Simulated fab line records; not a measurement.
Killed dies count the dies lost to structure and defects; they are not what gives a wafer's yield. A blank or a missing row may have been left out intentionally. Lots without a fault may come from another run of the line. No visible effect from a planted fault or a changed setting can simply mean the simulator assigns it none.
8D (eight disciplines) problem report, filled in by code || flow sky130 || the parts of the form that need people (team, actions taken, sign-off) are left out

== 1. THE PROBLEM ==
killed_at_M4_up at SKY_PAD_OPEN_PROBE_99 reads a mean of 59.3 on 6 wafers of 2 lots; wafers without a fault read 3.4 with a standard deviation of 1.9. Measured from the usual mean, that is +29 standard deviations.
Seen first at day 49 02:23 on prober-02, wafer L590.1. The record holds 6 wafers of 2 lots with a number at this step. Rule for "out", or "out of limits": more than 4 standard deviations from the usual mean. The rest of the wafers with a number are treated as sound.

== 2. WHAT IT IS; WHAT IT IS NOT ==
{"question": "which readings at this step", "is": "killed_at_M4_up", "is not": "killed_at_M0_to_M3, killed_at_contacts, killed_at_front_end, killed_at_other, killed_open, killed_short"}
{"question": "which lots", "is": "L590, L594", "is not": "-"}
{"question": "which wafers of those lots", "is": "all that have a number", "is not": "-"}
{"question": "read on which tools", "is": "prober-01, prober-02", "is not": "-"}
{"question": "when", "is": "from day 49 02:23", "is not": "up to then (0 sound wafers)"}

== 3. THE SUSPECTS, EACH WITH WHAT RULES IT OUT ==
Counting: a tool at any process step up to the reading remains a suspect when it ran all the lots that are out and ran no sound lot after the first of those.
- pvd_sputter-02 at SKY_METAL4_SPUTTER_02 (material AlCu, target thk 735 nm, time 39.1 s): kept. It ran every lot that is out, first L590 (day 43 17:18), and no sound lot after that.
- cmp-01 at SKY_VIA4_CMP_02 (polishes SiO2): kept. It ran every lot that is out, first L590 (day 45 15:17), and no sound lot after that.
Remaining after the count are pvd_sputter-02 at SKY_METAL4_SPUTTER_02 and cmp-01 at SKY_VIA4_CMP_02.

== 4. THE CAUSE (what the simulator had put in) ==
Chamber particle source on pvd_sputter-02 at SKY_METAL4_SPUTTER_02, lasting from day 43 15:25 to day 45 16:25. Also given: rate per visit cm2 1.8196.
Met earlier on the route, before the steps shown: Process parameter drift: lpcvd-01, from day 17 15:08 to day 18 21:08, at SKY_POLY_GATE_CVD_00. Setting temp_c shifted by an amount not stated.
2 suspects survive the count, and this tool is in that group.

== 5. THE CHAIN OF EFFECTS, in route order ==
Rows list readings where the struck wafers' mean (over those with a number) sits beyond 3 standard deviations from the usual. Only readings whose record carries a usual standard deviation are examined. hours: median over the lots of the time between each lot's start at the first step of this table that gives one and its start at this step. sigmas: the change, counted in usual standard deviations.
{"hours": 0, "step": "SKY_PAD_OPEN_PROBE_99", "reading": "killed_at_M4_up", "usual": 3.4, "on struck wafers": 59.3, "change": "+55.9", "sigmas": "+29"}
{"hours": 0, "step": "SKY_PAD_OPEN_PROBE_99", "reading": "killed_dies", "usual": 86, "on struck wafers": 134, "change": "+48", "sigmas": "+4.8"}
The process steps in it:
- SKY_PAD_OPEN_PROBE_99

== 6. HOW IT WOULD HAVE BEEN CAUGHT EARLIER ==
In this record no reading fell out of limits until day 49 02:23, 131 hours after the fault had begun at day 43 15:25.
Tool readings at SKY_METAL4_SPUTTER_02 with a usual standard deviation given in the record: none out on any struck wafer, hence no alarm at a limit of 4 standard deviations on them.
By day 49 02:23 the whole set of lots that are out, 2 in number, had already begun SKY_METAL4_SPUTTER_02 on pvd_sputter-02. Holding the tool at that point would not have protected any of them.
